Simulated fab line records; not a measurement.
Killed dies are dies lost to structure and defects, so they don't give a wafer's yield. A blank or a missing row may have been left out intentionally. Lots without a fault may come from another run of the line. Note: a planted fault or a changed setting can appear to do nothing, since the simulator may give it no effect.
Which tool was responsible? | flow sky130 | 12 lots with 36 wafers sampled at 3 steps, on a route of 708 steps

## WHAT EACH GAUGE READ, for each wafer
SKY_METAL1_THK_MEAS_06: measures by xrf.
lot  | measured     | on           | METAL1_ALCU_THK (nm)
L708 | day 32 10:16 | filmMetro-02 | 254.3 253.2 249.2
L713 | day 33 20:27 | filmMetro-02 | 248.6 249.8 249.3
L715 | day 34 04:31 | filmMetro-04 | 248.4 247.1 247.8
L716 | day 34 17:56 | filmMetro-04 | 252.1 257.5 251.4
L717 | day 34 20:24 | filmMetro-02 | 251.6 250.5 249.9
L723 | day 36 10:12 | filmMetro-03 | 252.3 253.8 253.1
L722 | day 36 12:07 | filmMetro-03 | 245.6 250.1 256.3
L726 | day 37 12:14 | filmMetro-02 | 251.0 255.4 250.0
L724 | day 37 15:39 | filmMetro-02 | 255.4 253.8 250.8
L729 | day 38 07:01 | filmMetro-02 | 247.5 249.4 249.3
L730 | day 38 11:02 | filmMetro-04 | 247.1 250.9 247.3
L731 | day 38 12:35 | filmMetro-03 | 250.8 249.7 250.4

SKY_VIA1_RS_MEAS_22: measurement is done with a four-point probe.
lot  | measured     | on           | VIA1_W_RS (ohm/sq)
L708 | day 34 16:26 | filmMetro-03 | 0.418 0.434 0.415
L713 | day 36 02:46 | filmMetro-04 | 0.416 0.421 0.430
L715 | day 36 10:02 | filmMetro-01 | 0.426 0.417 0.432
L716 | day 36 23:03 | filmMetro-01 | 0.439 0.437 0.447
L717 | day 37 02:36 | filmMetro-03 | 0.437 0.426 0.428
L723 | day 38 14:38 | filmMetro-03 | 0.436 0.436 0.432
L722 | day 38 17:32 | filmMetro-03 | 0.430 0.428 0.428
L726 | day 39 16:51 | filmMetro-03 | 0.427 0.421 0.434
L724 | day 39 18:59 | filmMetro-03 | 0.415 0.431 0.432
L729 | day 40 10:04 | filmMetro-04 | 0.413 0.415 0.432
L730 | day 40 14:00 | filmMetro-01 | 0.425 0.420 0.414
L731 | day 40 16:19 | filmMetro-01 | 0.418 0.423 0.428

## TOOL THAT RAN EACH LOT (tool first, then ch and the chambers of the sampled wafers, then the start)
lot  | SKY_METAL1_METAL_ETCH_19
L708 | rieMetal-02 ch 0,1, day 33 13:01
L713 | rieMetal-03 ch 0,1, day 34 22:36
L715 | rieMetal-01 ch 0,1, day 35 06:56
L716 | rieMetal-01 ch 0,1, day 35 19:36
L717 | rieMetal-03 ch 1, day 35 22:27
L723 | rieMetal-02 ch 0, day 37 11:20
L722 | rieMetal-02 ch 0,1, day 37 14:26
L726 | rieMetal-01 ch 1, day 38 13:45
L724 | rieMetal-03 ch 0,1, day 38 16:53
L729 | rieMetal-02 ch 0, day 39 07:15
L730 | rieMetal-01 ch 0,1, day 39 11:03
L731 | rieMetal-03 ch 0,1, day 39 12:52
- SKY_METAL1_METAL_ETCH_19: etches the open film in Cl2/BCl3, stops on SiO2, target depth 360 nm, time 78 s.

## AS READ BY THE TOOLS THEMSELVES (means over the sampled wafers that have a number; for cases with no such wafer, the mark the record gives instead)
SKY_METAL1_METAL_ETCH_19.
lot  | tool        | drypumpMotorCurrentA (A) | oesProductAu (a.u.) | throttleValvePct (%)
L708 | rieMetal-02 | 5.68                     | 0.853               | 22.260
L713 | rieMetal-03 | 5.96                     | 0.849               | 22.264
L715 | rieMetal-01 | 5.91                     | 0.852               | 22.268
L716 | rieMetal-01 | 5.91                     | 0.851               | 22.257
L717 | rieMetal-03 | 5.86                     | 0.855               | 22.262
L723 | rieMetal-02 | 5.71                     | 0.858               | 22.262
L722 | rieMetal-02 | 5.66                     | 0.856               | 22.264
L726 | rieMetal-01 | 5.49                     | 0.854               | 22.273
L724 | rieMetal-03 | 5.96                     | 0.859               | 22.265
L729 | rieMetal-02 | 5.69                     | 0.847               | 22.254
L730 | rieMetal-01 | 5.91                     | 0.851               | 22.278
L731 | rieMetal-03 | 5.97                     | 0.853               | 22.263

## THE ANSWER, worked out from the rows above alone
Rule: usual is defined by the lots themselves. Put in order of their means at a reading, lots are off if they are a third of the lots or fewer, leave a main group of 4 or more, and stand apart from it by a gap of 3 or more times the standard deviation of the main group's means; of several such gaps the widest counts. If all means in a main group match to the digits the tables above print for the reading, that group is not used. A lot without any number at a reading at which 4 lots or more have one is off too. All remaining lots with rows at the step are treated as sound. The gauges are gone through in route order, then the tools' own readings, and for those a lot's mean is taken as printed above. At the first step where some lot is off, the reading lying furthest off is the one used; lots without a number count as furthest.
No lot is off on any of the readings shown, so nothing can be concluded from this.

## WHAT WAS PUT IN BY THE SIMULATOR
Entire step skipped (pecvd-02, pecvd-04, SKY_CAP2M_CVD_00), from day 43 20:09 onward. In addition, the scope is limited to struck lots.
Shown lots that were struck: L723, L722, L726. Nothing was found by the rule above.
